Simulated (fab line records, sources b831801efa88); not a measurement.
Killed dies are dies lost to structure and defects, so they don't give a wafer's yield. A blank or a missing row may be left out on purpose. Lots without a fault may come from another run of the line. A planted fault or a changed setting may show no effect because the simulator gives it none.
One fault seen from 2 desks | flow gf180mcu | each desk has only its own numbers; what lay behind them comes last

THE METROLOGY DESK
What the gauges read, lot by lot, whatever tool the lot ran on: means of the sampled wafers that have a number. A lot is out of limits, marked OUT, if its mean lies more than 4 standard deviations from the usual mean; the brackets give that distance.
Columns: A = cd_nm at GF_V4_CD_MEAS_14, usual 260.2 nm; B = V4_OVL at GF_V4_OVL_MEAS_15, usual 0 nm; C = V4_W_RS at GF_V4_RS_MEAS_24, usual 0.325 ohm/sq
lot  | first seen here | A     | B  | C
L862 | day 25 04:02    | 260.4 | -2 | 0.323
L866 | day 26 07:33    | 260.0 | -1 | 0.328
L873 | day 28 16:58    | 260.2 | 4  | 0.329
L874 | day 29 02:22    | 263.0 | 4  | 0.335
L880 | day 30 12:46    | 260.6 | -6 | 0.322
L882 | day 31 04:01    | 260.5 | -2 | 0.324
This desk's finding: nothing out of limits on any of the 6 lots.

THE TOOL OWNER'S DESK: cvd_w-01
The tool's own readings at GF_V4_CVD_23 (deposits W, target thk 350 nm, time 104.9 s): means of the sampled wafers that have a number, for each lot that ran on this tool. A lot is out of limits, marked OUT, if its mean lies more than 4 standard deviations from the usual mean; the brackets give that distance.
Columns: A = chamber_pressure_Torr at GF_V4_CVD_23, usual 40.01 Torr; B = heater_power_w at GF_V4_CVD_23, usual 903 W; C = susceptor_temp_C at GF_V4_CVD_23, usual 400.00 C
lot  | first seen here | A               | B   | C
L862 | day 25 04:59    | 40.00           | 916 | 399.99
L873 | day 28 18:01    | 38.60 (-17) OUT | 908 | 399.88
L874 | day 29 03:19    | 38.56 (-17) OUT | 882 | 399.97
This desk's finding: out of limits on L873, L874; first on L873, day 28 18:01 (chamber_pressure_Torr at GF_V4_CVD_23). In limits: L862.

PUT TOGETHER
The tool owner's desk could have raised an alarm at day 28 18:01, on L873, L874.
The metrology desk saw nothing out of limits.
The metrology desk has L873, L874 on record, within its limits.
Of the lots named, all ran GF_V4_CVD_23 on cvd_w-01.

WHAT THE SIMULATOR HAD PUT IN
Process parameter drift: cvd_w-01, from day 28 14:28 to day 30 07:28, at GF_V4_CVD_23. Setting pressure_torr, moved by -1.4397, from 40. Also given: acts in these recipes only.
Lots struck among those shown: L873, L874.
Hours from the fault's start to each desk's first reading out of limits: the tool owner's desk, 4.
